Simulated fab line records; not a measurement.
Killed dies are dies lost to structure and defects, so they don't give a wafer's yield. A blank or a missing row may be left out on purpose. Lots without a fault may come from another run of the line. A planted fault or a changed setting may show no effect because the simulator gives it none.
A lot that was struck, set against a sound lot ; flow gf180mcu ; 20 steps out of a route of 602
Sound: wafers L450.1, L450.2, L450.4. Struck: wafers L442.1, L442.2, L442.5. The cause is given at the end.
For every step that has rows: the tool of each side, followed by ch and its chambers, followed by its first start. Under that, the readings that differ: sound wafers ; struck wafers ; difference of the means ; sigmas: that difference in standard deviations of wafers without a fault.
alike: a reading whose means differ by less than 2 such deviations, as well as words and numbers matching on both sides. not compared: withheld readings; readings where some wafer has no value; bounds like >300 that might hide an equal value; numbers whose values overlap and for which the record gives no deviation.
The two part at a step that has a row with sigmas, a row that says differs or no value, or rows on one side only. Non-overlapping numbers with no deviation appear without sigmas and do not part them. Lack of a reading on every wafer of one side parts them only where that side has two or more wafers.

first, 1 step without rows for these wafers: GF_V2_CVD_00 (deposits SiO2, target thk 600 nm, time 100 s).
GF_V2_THK_MEAS_01:
  sound on filmMetro-01 at day 24 15:28; struck on filmMetro-01 at day 21 20:34
  alike: V2_CVD_00_THK
GF_V2_CVD_02: deposits SiO2 from TEOS, target thk 850 nm, time 94.851 s.
  sound on pecvd-04 ch 1,2, day 24 15:32; struck on pecvd-03 ch 0,1,2, day 21 20:38
  alike: heaterPowerW
GF_V2_THK_MEAS_03:
  sound on filmMetro-01 at day 24 15:36; struck on filmMetro-04 at day 21 20:42
  alike: V2_CVD_02_THK
GF_V2_CMP_04: polishes SiO2.
  sound on cmp-02 ch 0,1,2, day 24 15:40; struck on cmp-01 ch 0,2, day 21 20:49
  alike: motorCurrentA, timeToEndpointS
GF_V2_BOW_MEAS_05:
  sound on filmMetro-01 at day 24 15:58; struck on filmMetro-01 at day 21 21:04
  alike: V2_BOW
then, 6 steps without rows for these wafers: GF_V2_DEHYDRATE_06 (time 60 s); GF_V2_HMDS_07 (prime time 60 s); GF_V2_COAT_08; GF_V2_COAT_09 (resist thk 1000 nm); GF_V2_SOFTBAKE_10 (time 58.63 s); GF_V2_EXPOSE_11 (exposes mask Via2, target cd 260 nm).
GF_V2_PEB_12: peb time 90 s.
  sound on lithoTrack-01 ch 0, day 25 13:28; struck on lithoTrack-03 ch 0, day 22 20:13
reading;sound;struck;difference;sigmas
heaterPowerTotalW (W);85.62 85.62 85.61;87.50 87.39 87.49;+1.84;+22
plateTempC (C);135.17 135.09 135.22;137.01 136.99 136.99;+1.84;+13
then, 1 step without rows for these wafers: GF_V2_DEVELOP_13 (develop time 60 s).
GF_V2_CD_MEAS_14: target cd 260 nm.
  sound on cdSem-01 at day 25 13:49; struck on cdSem-02 at day 22 20:34
reading;sound;struck;difference;sigmas
cdNm (nm);260.8 261.1 259.8;265.9 264.9 265.8;+5.0;+4
GF_V2_OVL_MEAS_15:
  sound on overlay-01 at day 25 13:56; struck on overlay-01 at day 22 20:41
  alike: V2_OVL
GF_V2_ETCH_16: etches BARC in N2/H2.
  sound on rieDiel-01 ch 0,1,2, day 25 13:58; struck on rieDiel-01 ch 1,2,3, day 22 20:43
reading;sound;struck;difference;sigmas
model.V2.cdNm (nm);261.4 261.2 258.5;265.2 264.9 266.2;+5.1;
  alike: chamberPressureMTorr, drypumpMotorCurrentA, oesProductAu, throttleValvePct
GF_V2_ETCH_17: etches SiO2 in C4F8/O2/Ar, stops on TiN, target depth 630 nm.
  sound on rieDiel-01 ch 0,1,2; struck on rieDiel-01 ch 1,2,3
reading;sound;struck;difference;sigmas
model.V2.cdNm (nm);261.7 262 258.6;265.8 265.3 266.8;+5.2;
  alike: chamberPressureMTorr, oesProductAu
GF_V2_STRIP_18: strips in O2/N2.
  sound on plasmaAsher-01 ch 0,1, day 25 14:05; struck on plasmaAsher-03 ch 0,1, day 22 20:51
  alike: chamberPressureMTorr, drypumpMotorCurrentA, heaterPowerW, oesProductAu
  not compared: rfHoursCounterH
then, 1 step without rows for these wafers: GF_PASSIVATION_PROBE_99.

== WHERE THEY PART ==
At GF_V2_PEB_12 first; at GF_V2_CD_MEAS_14 last (within this record only). Later steps at which nothing parts them and some readings are alike: GF_V2_OVL_MEAS_15, GF_V2_ETCH_16, GF_V2_ETCH_17, GF_V2_STRIP_18.

WHY: what had been put in by the simulator
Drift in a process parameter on lithoTrack-03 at GF_V2_PEB_12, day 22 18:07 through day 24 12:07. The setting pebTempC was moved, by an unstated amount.
